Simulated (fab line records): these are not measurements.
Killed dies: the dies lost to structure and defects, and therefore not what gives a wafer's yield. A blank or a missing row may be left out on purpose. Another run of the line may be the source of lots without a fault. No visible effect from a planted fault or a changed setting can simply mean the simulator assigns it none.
One fault through the eyes of 2 desks	flow gf180mcu	each desk has only its own numbers; what lay behind them comes last

AT THE TOOL OWNER'S DESK: rieMetal-01
The tool's own readings at GF_TOP_METAL_METAL_ETCH_16 (etches the open film in Cl2/BCl3, stops on SiO2, target depth 1197 nm, time 199.5 s): means of the sampled wafers that have a number, for each lot that ran on this tool. If a lot's mean is further than 4 standard deviations from the usual mean, the lot is out of limits and carries the mark OUT (the distance appears in the brackets).
Columns: A = biasW at GF_TOP_METAL_METAL_ETCH_16, usual 140.1 W; B = drypumpMotorCurrentA at GF_TOP_METAL_METAL_ETCH_16, usual 5.9 A; C = mfcCl2Sccm at GF_TOP_METAL_METAL_ETCH_16, usual 79.97 sccm; D = oesProductAu at GF_TOP_METAL_METAL_ETCH_16, usual 0.989 a.u.; E = throttleValvePct at GF_TOP_METAL_METAL_ETCH_16, usual 28.232 %
lot	first seen here	A	B	C	D	E
L265	day 30 14:45	140.4	5.8	80.13	0.995	28.232
L269	day 31 12:34	169.1 (+71) OUT	6.1	80.06	1.002	28.219
L270	day 32 03:39	170.2 (+73) OUT	6.1	79.97	0.996	28.224
This desk's finding: out of limits on L269, L270; first on L269, day 31 12:34 (biasW at GF_TOP_METAL_METAL_ETCH_16). L265 stayed within limits.

FROM THE METROLOGY DESK
Lot by lot, what the gauges showed, no matter which tool ran the lot: averages of those sampled wafers that carry a number. If a lot's mean is further than 4 standard deviations from the usual mean, the lot is out of limits and carries the mark OUT (the distance appears in the brackets).
Columns: A = TOP_METAL_ALCU_RS at GF_TOP_METAL_RS_MEAS_05, usual 0.0326 ohm/sq; B = TOP_METAL_ALCU_THK at GF_TOP_METAL_THK_MEAS_06, usual 894 nm; C = cdNm at GF_TOP_METAL_CD_MEAS_14, usual 440.5 nm; D = TOP_METAL_OVL at GF_TOP_METAL_OVL_MEAS_15, usual 0.5 nm
lot	first seen here	A	B	C	D
L259	day 27 22:54	0.0331	879	439.5	1.7
L265	day 29 20:38	0.0326	896	438.1	0.2
L269	day 30 18:40	0.0328	897	443.3	-0.2
L270	day 31 10:41	0.0326	898	438.1	-0.2
L275	day 32 15:03	0.0321	908	443.4	2.4
L280	day 33 17:26	0.0333	875	443.6	3.0
This desk found nothing out of limits on any of the 6 lots.

ALL TOGETHER
The tool owner's desk had the chance to raise an alarm at day 31 12:34 on L269, L270.
The metrology desk saw nothing out of limits.
The metrology desk holds a record of L269, L270, inside its limits.
On rieMetal-01, each named lot ran GF_TOP_METAL_METAL_ETCH_16.

WHAT WAS PUT IN BY THE SIMULATOR
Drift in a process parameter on rieMetal-01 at GF_TOP_METAL_METAL_ETCH_16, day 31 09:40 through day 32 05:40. From 140, the setting biasW moved by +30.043. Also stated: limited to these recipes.
Struck lots among those shown: L269, L270.
Each desk's first reading out of limits, in hours after the fault started: the tool owner's desk, 3.
